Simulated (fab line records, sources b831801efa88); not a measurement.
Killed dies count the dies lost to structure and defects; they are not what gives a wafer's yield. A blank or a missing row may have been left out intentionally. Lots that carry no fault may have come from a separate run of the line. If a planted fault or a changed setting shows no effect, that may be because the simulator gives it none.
fab line records	flow sky130
record: lots: 13	wafers: 39	last-day: 50
route steps=708 shown FIELD_ISO@26 VT_ADJUST_LVTN@118 SONOS_ONO@182 PAD_OPEN@708
lots with no fault: from the same line, run without faults
start-h: hours from the record's first day to the start of the lot's first wafer shown	wait-h: hours elapsed since this lot's preceding step	" the same as in the row above	L1.1+2: one row covering several wafers at once	- no value, or no start was given	* or withheld: withheld	< > ~ a bound
route shown NAME@n: names a module that has steps shown in the file, with the first one's number in the route	usual: the fault-free wafers' mean and standard deviation	same: alike in all rows	chamber/n: place in a boat	sites: per-site readings	_std_site: standard deviation across them	_edge_site: the outer-site mean with the inner-site mean subtracted	radius-mm: for every site, how far away it sits from the centre of the wafer	mask NAME#n: copy n	behind: the most recent tool/chamber to have shaped the wafer	hold: why the lot was held/for how many hours/how that ended	device: names the non-switching transistor (n, p or np)	end of line: the same wafers' tests at the end of the route	a step given without rows: its recipe and nothing more	killed: dies lost to structure and defects at the first sort, not the wafer's yield	map: dies across one wafer; x = killed, . = not, _ = none there
set.NAME: the setting that was run; set.NAME@STEP: the one run at that earlier step	model.NAME: the simulator's own value behind a step, which no gauge read
steps of the route over a sample of lots; a table a step, a row a wafer
services: from which hour (start-h, from the record's first day; less than 0 if before it) a tool's chamber was out of use, for how many hours, and why
== steps ==
step: SKY_FIELD_ISO_THK_MEAS_25
recipe: reads: SiO2_of_FIELD_ISO_CVD_24
usual: FIELD_ISO_CVD_24_THK: 596/4.9
lot.wafer	tool	chamber	start-h	wait-h	FIELD_ISO_CVD_24_THK[nm]
L972.3	film-metro-03	-	29.78	0.1	593
L972.5	"	-	"	"	589
L972.6	"	-	"	"	582
L973.1	film-metro-03	-	37.03	0.0	596
L973.5	"	-	"	"	598
L973.6	"	-	"	"	584
L974.3	film-metro-03	-	42.76	0.1	583
L974.4	"	-	"	"	596
L974.6	"	-	"	"	586
L975.1	film-metro-01	-	45.35	0.0	599
L975.2	"	-	"	"	597
L975.4	"	-	"	"	604
L976.4	film-metro-03	-	53.68	0.0	600
L976.5	"	-	"	"	597
L976.6	"	-	"	"	593
L977.1	film-metro-01	-	56.69	0.1	587
L977.2	"	-	"	"	595
L977.6	"	-	"	"	595
L978.2	film-metro-01	-	61.91	0.0	593
L978.3	"	-	"	"	600
L978.6	"	-	"	"	592
L979.1	film-metro-02	-	65.95	0.0	598
L979.2	"	-	"	"	593
L979.6	"	-	"	"	598
L980.1	film-metro-03	-	72.35	0.0	597
L980.2	"	-	"	"	592
L980.4	"	-	"	"	598
L984.2	film-metro-01	-	93.94	0.0	595
L984.3	"	-	"	"	596
L984.4	"	-	"	"	601
L992.2	film-metro-01	-	136.58	0.0	600
L992.3	"	-	"	"	594
L992.5	"	-	"	"	599
L993.1	film-metro-01	-	140.66	0.0	595
L993.2	"	-	"	"	594
L993.6	"	-	"	"	589
L995.2	film-metro-03	-	151.65	0.0	599
L995.3	"	-	"	"	596
L995.4	"	-	"	"	602
step: SKY_VT_ADJUST_LVTN_TW_MEAS_21
usual: VT_ADJUST_LVTN_2_TW: 189.6/1.8
lot.wafer	tool	chamber	start-h	wait-h	VT_ADJUST_LVTN_2_TW
L972.3	film-metro-03	-	156.57	0.1	190.6
L972.5	"	-	"	"	189.4
L972.6	"	-	"	"	190.7
L973.1	film-metro-03	-	163.97	0.1	190.5
L973.5	"	-	"	"	190.7
L973.6	"	-	"	"	191.0
L974.3	film-metro-02	-	173.07	0.1	186.9
L974.4	"	-	"	"	186.8
L974.6	"	-	"	"	186.1
L975.1	film-metro-04	-	179.97	0.1	191.3
L975.2	"	-	"	"	191.8
L975.4	"	-	"	"	192.2
L976.4	film-metro-04	-	187.60	0.1	191.4
L976.5	"	-	"	"	191.7
L976.6	"	-	"	"	192.1
L977.1	film-metro-04	-	188.95	0.1	191.1
L977.2	"	-	"	"	192.2
L977.6	"	-	"	"	190.9
L978.2	film-metro-02	-	196.71	0.1	188.5
L978.3	"	-	"	"	188.4
L978.6	"	-	"	"	187.8
L979.1	film-metro-04	-	201.20	0.1	191.3
L979.2	"	-	"	"	189.1
L979.6	"	-	"	"	189.9
L980.1	film-metro-02	-	211.39	0.1	187.1
L980.2	"	-	"	"	188.5
L980.4	"	-	"	"	187.6
L984.2	film-metro-04	-	239.66	0.1	189.8
L984.3	"	-	"	"	190.7
L984.4	"	-	"	"	191.4
L992.2	film-metro-04	-	298.23	0.1	190.4
L992.3	"	-	"	"	190.1
L992.5	"	-	"	"	190.0
L993.1	film-metro-04	-	305.92	0.1	189.4
L993.2	"	-	"	"	192.5
L993.6	"	-	"	"	190.5
L995.2	film-metro-02	-	315.98	0.1	187.8
L995.3	"	-	"	"	187.2
L995.4	"	-	"	"	187.9
step: SKY_SONOS_ONO_OVL_MEAS_14
usual: SONOS_ONO_OVL: 0.7/1.4
lot.wafer	tool	chamber	start-h	wait-h	SONOS_ONO_OVL[nm]
L972.3	overlay-01	-	268.64	0.1	1.0
L972.5	"	-	"	"	-1.6
L972.6	"	-	"	"	-0.4
L973.1	overlay-01	-	277.93	0.1	-0.9
L973.5	"	-	"	"	0.2
L973.6	"	-	"	"	1.6
L974.3	overlay-02	-	291.05	0.1	-1.4
L974.4	"	-	"	"	-2.1
L974.6	"	-	"	"	-1.4
L975.1	overlay-01	-	296.50	0.1	5.5
L975.2	"	-	"	"	3.4
L975.4	"	-	"	"	3.6
L976.4	overlay-01	-	307.50	0.1	0.0
L976.5	"	-	"	"	-1.2
L976.6	"	-	"	"	-1.3
L977.1	overlay-02	-	310.73	0.1	0.1
L977.2	"	-	"	"	0.5
L977.6	"	-	"	"	1.2
L978.2	overlay-02	-	321.95	0.1	-0.4
L978.3	"	-	"	"	0.2
L978.6	"	-	"	"	-0.3
L979.1	overlay-01	-	327.25	0.1	2.5
L979.2	"	-	"	"	0.6
L979.6	"	-	"	"	1.5
L980.1	overlay-02	-	337.93	0.1	-0.4
L980.2	"	-	"	"	1.5
L980.4	"	-	"	"	1.0
L984.2	overlay-02	-	375.30	0.1	1.0
L984.3	"	-	"	"	1.4
L984.4	"	-	"	"	0.9
L992.2	overlay-02	-	446.21	0.1	1.4
L992.3	"	-	"	"	2.3
L992.5	"	-	"	"	1.5
L993.1	overlay-01	-	452.00	0.1	-0.6
L993.2	"	-	"	"	2.6
L993.6	"	-	"	"	1.2
L995.2	overlay-02	-	465.35	0.1	2.1
L995.3	"	-	"	"	-0.8
L995.4	"	-	"	"	-0.1
step: SKY_SONOS_ONO_ETCH_15
recipe: target-depth-nm: 19.52	chemistry: CHF3/O2	source-w: 600	bias-w: 200	pressure-mtorr: 40	chf3-flow-sccm: 50	O2_flow_sccm: 5	time-s: 7.8
usual: drypump-motor-current-A: 5.8/0.43	oes-product-au: 1.000/0.0099	throttle-valve-pct: 8.825/0.0092
lot.wafer	tool	chamber	start-h	wait-h	drypump-motor-current-A	oes-product-au	rf-hours-counter-h	throttle-valve-pct
L972.3	rie-diel-04	0	268.67	0.0	6.1	0.987	4	8.807
L972.5	"	2	"	"	5.7	0.972	-	8.826
L972.6	"	3	"	"	5.1	0.997	-	8.829
L973.1	rie-diel-01	2	277.97	0.0	5.3	1.004	34	8.828
L973.5	"	0	"	"	5.8	1.000	-	8.839
L973.6	"	3	"	"	4.8	1.012	-	8.821
L974.3	rie-diel-04	2	291.08	0.0	5.6	0.986	1	8.818
L974.4	"	0	"	"	6.0	1.005	5	8.822
L974.6	"	2	"	"	5.7	0.987	-	8.822
L975.1	rie-diel-03	3	296.54	0.0	6.3	1.007	85	8.824
L975.2	"	1	"	"	5.8	0.991	35	8.820
L975.4	"	2	"	"	6.4	1.006	119	8.843
L976.4	rie-diel-04	3	307.52	0.0	5.1	1.008	2	8.820
L976.5	"	0	"	"	6.1	0.993	-	8.822
L976.6	"	1	"	"	5.7	0.995	-	8.825
L977.1	rie-diel-03	3	310.77	0.0	6.4	0.997	86	8.810
L977.2	"	1	"	"	5.8	1.001	35	8.821
L977.6	"	0	"	"	5.8	0.995	-	8.820
L978.2	rie-diel-03	1	321.98	0.0	5.8	1.007	35	8.824
L978.3	"	0	"	"	5.8	1.004	113	8.825
L978.6	"	2	"	"	6.4	1.003	-	8.831
L979.1	rie-diel-01	2	327.29	0.0	5.3	0.992	35	8.811
L979.2	"	1	"	"	5.9	0.998	46	8.827
L979.6	"	2	"	"	5.3	0.994	-	8.822
L980.1	rie-diel-01	3	337.97	0.0	4.8	1.013	6	8.819
L980.2	"	1	"	"	5.9	1.009	46	8.817
L980.4	"	2	"	"	5.3	1.006	35	8.825
L984.2	rie-diel-03	1	375.33	0.0	5.8	0.812	36	8.800
L984.3	"	3	"	"	6.3	0.992	87	8.811
L984.4	"	1	"	"	5.8	0.814	-	8.769
L992.2	rie-diel-04	3	446.24	0.0	5.1	0.998	5	8.827
L992.3	"	1	"	"	5.7	0.983	71	8.825
L992.5	"	1	"	"	5.7	0.982	-	8.847
L993.1	rie-diel-04	1	452.04	0.0	5.7	0.991	71	8.817
L993.2	"	0	"	"	6.0	0.995	7	8.825
L993.6	"	2	"	"	5.7	0.978	-	8.821
L995.2	rie-diel-03	1	465.38	0.0	5.8	0.998	38	8.815
L995.3	"	3	"	"	6.3	1.001	89	8.829
L995.4	"	2	"	"	6.4	0.993	2	8.828
step: SKY_PAD_OPEN_PROBE_99
usual: killed_at_M0_to_M3: 44/6.6	killed_at_M4_up: 3.0/2	killed-at-contacts: 24/5.1	killed-at-front-end: 15/4.1	killed-at-other: 0.4/0.62	killed-dies: 86/9.3	killed-open: 46/6.8	killed-short: 40/5.8
same: gross-dies: 492	killed-at-back-side: 0
lot.wafer	tool	chamber	start-h	wait-h	killed_at_M0_to_M3	killed_at_M4_up	killed-at-contacts	killed-at-front-end	killed-at-other	killed-dies	killed-open	killed-short
L972.3	prober-02	-	1062.49	0.2	44	4	23	15	1	87	44	43
L972.5	prober-02	-	1062.59	0.2	47	7	22	15	0	91	45	46
L972.6	prober-02	-	1062.64	0.2	39	3	22	21	1	86	41	45
L975.1	prober-01	-	1084.02	0.1	39	1	32	17	0	89	55	34
L975.2	prober-01	-	1084.07	0.1	40	2	18	13	1	74	43	30
L975.4	prober-01	-	1084.17	0.2	42	1	28	19	1	91	50	40
L976.4	prober-02	-	1106.61	0.2	49	0	27	17	0	93	57	36
L976.5	prober-02	-	1106.66	0.2	47	3	32	15	0	97	53	42
L976.6	prober-02	-	1106.71	0.2	46	5	28	15	0	94	47	45
L978.2	prober-01	-	1107.83	0.1	50	4	20	16	0	90	42	48
L978.3	prober-01	-	1107.88	0.2	54	3	24	15	0	96	54	40
L978.6	prober-01	-	1108.03	0.2	33	3	30	18	0	84	51	33
L977.1	prober-02	-	1111.13	0.1	38	5	25	16	0	84	51	33
L977.2	prober-02	-	1111.18	0.1	28	0	13	18	0	59	32	27
L977.6	prober-02	-	1111.38	0.2	39	3	19	16	0	77	45	32
L980.1	prober-01	-	1116.70	0.1	38	1	32	15	0	86	42	44
L980.2	prober-01	-	1116.75	0.1	47	3	30	20	0	100	62	38
L980.4	prober-01	-	1116.85	0.2	43	2	21	15	0	81	43	38
L984.2	prober-01	-	1144.96	0.1	45	3	18	14	0	80	39	41
L984.3	prober-01	-	1145.01	0.2	55	2	12	24	0	93	56	37
L984.4	prober-01	-	1145.06	0.2	54	3	20	12	1	90	41	49
killed by level:class
L972.3 VIA1:geometric-particle:open=10 VIA2:geometric-particle:open=10 CONTACT:geometric-particle:open=8 FIELD_ISO:geometric-particle:short=7 METAL1:geometric-particle:short=7 LI_CONTACT:geometric-particle:open=5 METAL2:geometric-particle:short=5 CONTACT:geometric-particle:short=4
L972.5 VIA1:geometric-particle:open=15 CONTACT:geometric-particle:open=8 LI_CONTACT:geometric-particle:open=6 VIA1:geometric-particle:short=6 METAL2:geometric-particle:short=6 POLY_GATE:geometric-particle:open=5 METAL1:geometric-particle:short=5 VIA3:geometric-particle:short=5
L972.6 CONTACT:geometric-particle:open=9 VIA2:geometric-particle:open=9 POLY_GATE:geometric-particle:short=6 VIA1:geometric-particle:short=6 VIA1:geometric-particle:open=5 METAL2:geometric-particle:short=5 FIELD_ISO:geometric-particle:open=4 LI_CONTACT:geometric-particle:short=4
L975.1 VIA1:geometric-particle:open=16 CONTACT:geometric-particle:open=10 FIELD_ISO:geometric-particle:open=8 LI_CONTACT:geometric-particle:open=8 LOCAL_INTERCONNECT:geometric-particle:short=7 VIA1:geometric-particle:short=6 VIA2:geometric-particle:open=4 VIA3:geometric-particle:open=4
L975.2 VIA1:geometric-particle:open=11 CONTACT:geometric-particle:open=8 VIA2:geometric-particle:open=7 VIA3:geometric-particle:open=7 FIELD_ISO:geometric-particle:short=4 POLY_GATE:geometric-particle:short=4 VIA2:geometric-particle:short=4 METAL3:geometric-particle:short=4
L975.4 VIA1:geometric-particle:open=9 CONTACT:geometric-particle:open=9 LI_CONTACT:geometric-particle:open=8 VIA1:geometric-particle:short=8 FIELD_ISO:geometric-particle:open=6 POLY_GATE:geometric-particle:open=6 LOCAL_INTERCONNECT:geometric-particle:short=5 CONTACT:geometric-particle:short=5
L976.4 VIA3:geometric-particle:open=14 VIA1:geometric-particle:open=10 LI_CONTACT:geometric-particle:open=8 CONTACT:geometric-particle:open=7 LOCAL_INTERCONNECT:geometric-particle:short=6 FIELD_ISO:geometric-particle:short=5 POLY_GATE:geometric-particle:open=5 VIA2:geometric-particle:open=5
L976.5 VIA1:geometric-particle:open=14 CONTACT:geometric-particle:open=9 LI_CONTACT:geometric-particle:short=6 VIA2:geometric-particle:open=6 POLY_GATE:geometric-particle:short=5 VIA3:geometric-particle:open=5 LI_CONTACT:geometric-particle:open=5 LOCAL_INTERCONNECT:geometric-particle:short=5
L976.6 VIA1:geometric-particle:short=9 LI_CONTACT:geometric-particle:open=9 VIA1:geometric-particle:open=9 METAL1:geometric-particle:short=7 CONTACT:geometric-particle:open=7 VIA2:geometric-particle:open=7 POLY_GATE:geometric-particle:short=5 VIA3:geometric-particle:open=5
L978.2 METAL2:geometric-particle:short=10 VIA2:geometric-particle:open=9 LI_CONTACT:geometric-particle:open=8 METAL1:geometric-particle:short=7 CONTACT:geometric-particle:open=6 VIA1:geometric-particle:open=6 VIA2:geometric-particle:short=6 FIELD_ISO:geometric-particle:open=4
L978.3 CONTACT:geometric-particle:open=13 VIA1:geometric-particle:open=11 VIA2:geometric-particle:open=11 VIA1:geometric-particle:short=6 VIA3:geometric-particle:open=6 CONTACT:geometric-particle:short=5 VIA2:geometric-particle:short=4 FIELD_ISO:geometric-particle:short=3
L978.6 CONTACT:geometric-particle:open=15 VIA1:geometric-particle:open=11 FIELD_ISO:geometric-particle:open=7 CONTACT:geometric-particle:short=7 LI_CONTACT:geometric-particle:open=5 VIA2:geometric-particle:open=5 FIELD_ISO:geometric-particle:short=4 METAL1:geometric-particle:short=4
L977.1 CONTACT:geometric-particle:open=11 VIA1:geometric-particle:open=10 FIELD_ISO:geometric-particle:open=6 LI_CONTACT:geometric-particle:open=6 VIA1:geometric-particle:short=6 VIA3:geometric-particle:open=6 METAL1:geometric-particle:short=5 LI_CONTACT:geometric-particle:short=4
L977.2 CONTACT:geometric-particle:open=7 VIA1:geometric-particle:open=7 FIELD_ISO:geometric-particle:open=5 POLY_GATE:geometric-particle:open=5 VIA1:geometric-particle:short=5 CONTACT:geometric-particle:short=4 METAL2:geometric-particle:short=3 VIA2:geometric-particle:short=3
L977.6 CONTACT:geometric-particle:open=8 VIA1:geometric-particle:open=8 VIA2:geometric-particle:open=8 VIA3:geometric-particle:open=7 POLY_GATE:geometric-particle:short=5 CONTACT:geometric-particle:short=5 LI_CONTACT:geometric-particle:open=4 METAL1:geometric-particle:short=4
L980.1 CONTACT:geometric-particle:open=11 METAL1:geometric-particle:short=8 LI_CONTACT:geometric-particle:open=7 VIA3:geometric-particle:open=7 POLY_GATE:geometric-particle:short=6 VIA1:geometric-particle:open=6 FIELD_ISO:geometric-particle:short=5 CONTACT:geometric-particle:short=5
L980.2 VIA1:geometric-particle:open=14 LI_CONTACT:geometric-particle:open=9 CONTACT:geometric-particle:open=9 METAL1:geometric-particle:short=8 FIELD_ISO:geometric-particle:open=7 LI_CONTACT:geometric-particle:short=6 VIA2:geometric-particle:open=5 VIA3:geometric-particle:open=5
L980.4 VIA1:geometric-particle:open=12 CONTACT:geometric-particle:open=10 VIA1:geometric-particle:short=7 VIA3:geometric-particle:open=6 POLY_GATE:geometric-particle:short=5 METAL1:geometric-particle:short=5 FIELD_ISO:geometric-particle:open=4 METAL2:geometric-particle:short=4
L984.2 VIA1:geometric-particle:open=10 FIELD_ISO:geometric-particle:short=7 VIA1:geometric-particle:short=7 METAL2:geometric-particle:short=6 CONTACT:geometric-particle:open=5 VIA3:geometric-particle:open=5 LI_CONTACT:geometric-particle:open=4 LOCAL_INTERCONNECT:geometric-particle:short=4
L984.3 VIA1:geometric-particle:open=12 FIELD_ISO:geometric-particle:open=10 VIA3:geometric-particle:open=9 FIELD_ISO:geometric-particle:short=6 VIA2:geometric-particle:open=6 VIA1:geometric-particle:short=5 POLY_GATE:geometric-particle:open=5 CONTACT:geometric-particle:open=5
L984.4 METAL2:geometric-particle:short=8 VIA1:geometric-particle:open=8 METAL1:geometric-particle:short=7 CONTACT:geometric-particle:open=6 VIA3:geometric-particle:open=6 LI_CONTACT:geometric-particle:short=5 LI_CONTACT:geometric-particle:open=5 VIA2:geometric-particle:open=5
== services ==
tool	chamber	start-h	hours	kind
rie-diel-01	0	245.58	2.0	repair
rie-diel-04	3	269.30	5.1	repair
rie-diel-03	3	315.97	13.0	repair
rie-diel-03	-	322.65	2.8	pm
rie-diel-04	2	334.03	7.9	repair
rie-diel-03	2	334.95	1.3	repair
rie-diel-03	2	347.77	-	clean
rie-diel-03	2	347.77	17.0	scheduled-down
rie-diel-03	2	347.77	17.0	vent-cycle
rie-diel-01	3	349.71	3.2	repair
rie-diel-03	2	373.64	11.8	repair
rie-diel-03	0	389.01	-	clean
rie-diel-03	0	389.01	22.5	scheduled-down
rie-diel-03	0	389.01	22.5	vent-cycle
rie-diel-01	0	398.28	7.0	repair
rie-diel-04	0	409.70	4.4	repair
== key ==
first-sign: step: SKY_SONOS_ONO_ETCH_15	reading: oes-product-au	direction: down	sigmas: 19	usual: 1.000	struck: 0.813
effect: step: SKY_SONOS_ONO_ETCH_15	reading: throttle-valve-pct	direction: down	sigmas: 4.4	usual: 8.825	struck: 8.784
met-at SKY_SONOS_ONO_ETCH_15
struck-lots L984
struck-wafers L984.2,L984.4
tester-left-out L984
not-acting-at SKY_FIELD_ISO_THK_MEAS_25,SKY_VT_ADJUST_LVTN_TW_MEAS_21,SKY_SONOS_ONO_OVL_MEAS_14
onset-between 321.98 375.33
fault: kind: process-parameter-drift	tool: rie-diel-03	chamber: 1	onset-h: 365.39	steps: SKY_SONOS_ONO_ETCH_15	channel: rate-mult	offset: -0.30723	shape: step	end-h: 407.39
tester-left-out: of these lots the tester's yield and bins aren't shown, on N5 and GAA mostly nor the transistor test; their killed dies are dies lost to structure and defects alone, not to doping, threshold or leakage, so they don't give the yield
